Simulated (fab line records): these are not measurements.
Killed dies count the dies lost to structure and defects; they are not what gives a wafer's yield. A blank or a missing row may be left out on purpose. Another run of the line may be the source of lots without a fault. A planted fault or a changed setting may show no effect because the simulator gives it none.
Shared-tool check -- flow sky130 -- Lots sampled 14, wafers sampled 42

REASON IT WAS OPENED
SKY_VT_ADJUST_LVTN_TW_MEAS_21, reading VT_ADJUST_LVTN_2_TW: flagged on 2 of 14 lots. Fault-free wafers read 188.2, with a standard deviation of 1.9.
Rule: flag the lot when none of its wafers has a number, or when each of its wafers that has one lies beyond 4 standard deviations from that mean. The other lots count as sound.

lot,measured,on,"VT_ADJUST_LVTN_2_TW, wafer by wafer",flag
L112,day 7 14:32,film_metro-04,187.6 187.7 187.0,
L114,day 8 05:16,film_metro-04,188.1 188.8 188.5,
L115,day 8 11:34,film_metro-04,188.5 188.7 187.6,
L117,day 9 03:29,film_metro-02,191.0 191.6 190.8,
L118,day 9 11:18,film_metro-02,191.0 191.2 190.8,
L119,day 9 17:18,film_metro-04,187.9 186.6 188.6,
L122,day 10 12:14,film_metro-01,186.3 186.9 187.8,
L123,day 10 16:51,film_metro-01,186.1 187.2 186.4,
L125,day 11 09:39,film_metro-01,187.0 186.0 186.6,
L130,day 13 05:12,film_metro-02,30.6 30.6 30.6,FLAGGED
L131,day 13 10:09,film_metro-01,29.8 29.7 29.8,FLAGGED
L132,day 13 14:46,film_metro-04,188.9 187.7 187.7,
L133,day 13 19:29,film_metro-01,187.3 186.3 186.3,
L134,day 14 07:16,film_metro-04,188.1 188.6 187.3,
On average the flagged lots' numbers are 30.2, which is -158.0 against the usual, or -83 standard deviations.

TOOL THAT RAN EACH LOT
The record holds 1 process step before the reading, out of a route of 708 steps. Cell contents, in order: the tool; ch with the chambers the sampled wafers went through; the start.
lot,flag,SKY_VT_ADJUST_LVTN_DEVELOP_17
L112,,"litho_track-02 ch 0, day 7 14:06"
L114,,"litho_track-01 ch 0, day 8 04:51"
L115,,"litho_track-01 ch 0, day 8 11:09"
L117,,"litho_track-04 ch 0, day 9 03:04"
L118,,"litho_track-02 ch 0, day 9 10:53"
L119,,"litho_track-02 ch 0, day 9 16:53"
L122,,"litho_track-02 ch 0, day 10 11:48"
L123,,"litho_track-02 ch 0, day 10 16:26"
L125,,"litho_track-04 ch 0, day 11 09:14"
L130,FLAGGED,"litho_track-02 ch 0, day 13 04:46"
L131,FLAGGED,"litho_track-02 ch 0, day 13 09:43"
L132,,"litho_track-01 ch 0, day 13 14:20"
L133,,"litho_track-04 ch 0, day 13 19:04"
L134,,"litho_track-01 ch 0, day 14 06:50"
What is done by these steps:
- SKY_VT_ADJUST_LVTN_DEVELOP_17: develop time 60 s.
- SKY_VT_ADJUST_LVTN_TW_MEAS_21

FLAGGED OVER TOTAL, TOOL BY TOOL (the gauges that took the reading come last)
step,tool,lots run,flagged,share of the flagged lots,sound lots run after its first flagged lot
SKY_VT_ADJUST_LVTN_DEVELOP_17,litho_track-01,4,0,none,-
SKY_VT_ADJUST_LVTN_DEVELOP_17,litho_track-02,7,2,all,0
SKY_VT_ADJUST_LVTN_DEVELOP_17,litho_track-04,3,0,none,-
SKY_VT_ADJUST_LVTN_TW_MEAS_21,film_metro-01,5,1,some,1 (L133)
SKY_VT_ADJUST_LVTN_TW_MEAS_21,film_metro-02,3,1,some,0
SKY_VT_ADJUST_LVTN_TW_MEAS_21,film_metro-04,6,0,none,-

WHAT IS ALLOWED BY THE TABLE
All flagged lots share 1 row of the table, namely litho_track-02 at SKY_VT_ADJUST_LVTN_DEVELOP_17.
- litho_track-02 at SKY_VT_ADJUST_LVTN_DEVELOP_17 ran 7 lots, 2 of them flagged. Its last sound lot is L123 (day 10 16:26), its first flagged lot L130 (day 13 04:46): a fault that began between those two fits.
What remains is a single tool, litho_track-02 at SKY_VT_ADJUST_LVTN_DEVELOP_17.

WHAT WAS PUT IN BY THE SIMULATOR
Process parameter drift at SKY_VT_ADJUST_LVTN_DEVELOP_17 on litho_track-02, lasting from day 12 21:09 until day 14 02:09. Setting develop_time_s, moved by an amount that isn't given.
Lots struck among those shown: L130, L131. The rule above reached the same finding.
